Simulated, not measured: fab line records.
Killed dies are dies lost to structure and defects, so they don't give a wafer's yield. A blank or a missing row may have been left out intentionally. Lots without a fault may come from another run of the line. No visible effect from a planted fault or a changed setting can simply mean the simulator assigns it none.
Struck lot and sound lot, side by side / flow sky130 / 14 steps out of a route of 708
Sound: these wafers, L276.1, L276.2, L276.4. Wafers L278.1, L278.3, L278.4 were the ones struck. The cause comes at the end.
Each step with rows lists, per side, the tool, then ch with its chambers, then its first start. Under that, the readings that differ: sound wafers / struck wafers / difference of the means / sigmas: that difference in standard deviations of wafers without a fault.
alike: same words and numbers on both sides, and readings whose means sit less than 2 such deviations apart. not compared: any withheld reading, any reading some wafer has no value for, any bound like >300 that may hide the same value, and any number with overlapping values for which the record gives no deviation.
The two part at a step that has a row with sigmas, a row that says differs or no value, or rows on one side only. When numbers do not overlap yet have no deviation, they are printed without sigmas and do not part them. A reading missing from all wafers of one side parts the sides only when that side holds two or more wafers.

first, 1 step without rows for these wafers: SKY_SONOS_ONO_OXIDATION_00 (stabilise 600 s, purge 300 s, target thk 2.6 nm).
SKY_SONOS_ONO_THK_MEAS_01:
  struck on film metro-04, day 15 01:23; sound on film metro-04, day 14 06:23
  alike: SONOS_ONO_OXIDATION_THK
then, 1 step without rows for these wafers: SKY_SONOS_ONO_CVD_02 (deposits Si3N4 from DCS/NH3, target thk 10.5 nm, time 180 s).
SKY_SONOS_ONO_THK_MEAS_03:
  struck on film metro-04, day 15 04:53; sound on film metro-01, day 14 10:55
  alike: SONOS_ONO_CVD_02_THK
then, 1 step without rows for these wafers: SKY_SONOS_ONO_CVD_04 (deposits SiO2 from SiH4/N2O, target thk 5.7199 nm).
SKY_SONOS_ONO_THK_MEAS_05:
  struck on film metro-04, day 15 06:50; sound on film metro-04, day 14 12:13
  alike: SONOS_ONO_CVD_04_THK
then, 3 steps without rows for these wafers: SKY_SONOS_ONO_DEHYDRATE_06 (time 60 s); SKY_SONOS_ONO_HMDS_07 (prime time 60 s); SKY_SONOS_ONO_COAT_08 (resist thk 1140 nm).
SKY_SONOS_ONO_SOFTBAKE_09: time 60.81 s.
  sound on litho track-03 ch 0, day 15 01:21; struck on litho track-03 ch 0, day 15 20:00
  alike: plate sensor t centre C, plate sensor t edge C
then, 2 steps without rows for these wafers: SKY_SONOS_ONO_EXPOSE_10 (exposes mask ONOM, target cd 410 nm); SKY_SONOS_ONO_PEB_11.
SKY_SONOS_ONO_DEVELOP_12: develop time 60 s.
  struck on litho track-01, day 16 09:59; sound on litho track-02 ch 0, day 15 14:17
  no value came back on the struck wafers for chill plate temp C (C), develop time s (s); on the sound wafers chill plate temp C (C) reads 22.97 23.03 23.06
SKY_SONOS_ONO_CD_MEAS_13: target cd 410 nm.
  struck on cd sem-02, day 16 10:08; sound on cd sem-02, day 15 14:26
reading=cd nm (nm); sound=412.1 413.0 412.2; struck=- - -; difference=no value on the struck wafers; sigmas=

WHERE THEY PART
First at SKY_SONOS_ONO_DEVELOP_12; last, within this record, at SKY_SONOS_ONO_CD_MEAS_13.

WHY: what the simulator had put in
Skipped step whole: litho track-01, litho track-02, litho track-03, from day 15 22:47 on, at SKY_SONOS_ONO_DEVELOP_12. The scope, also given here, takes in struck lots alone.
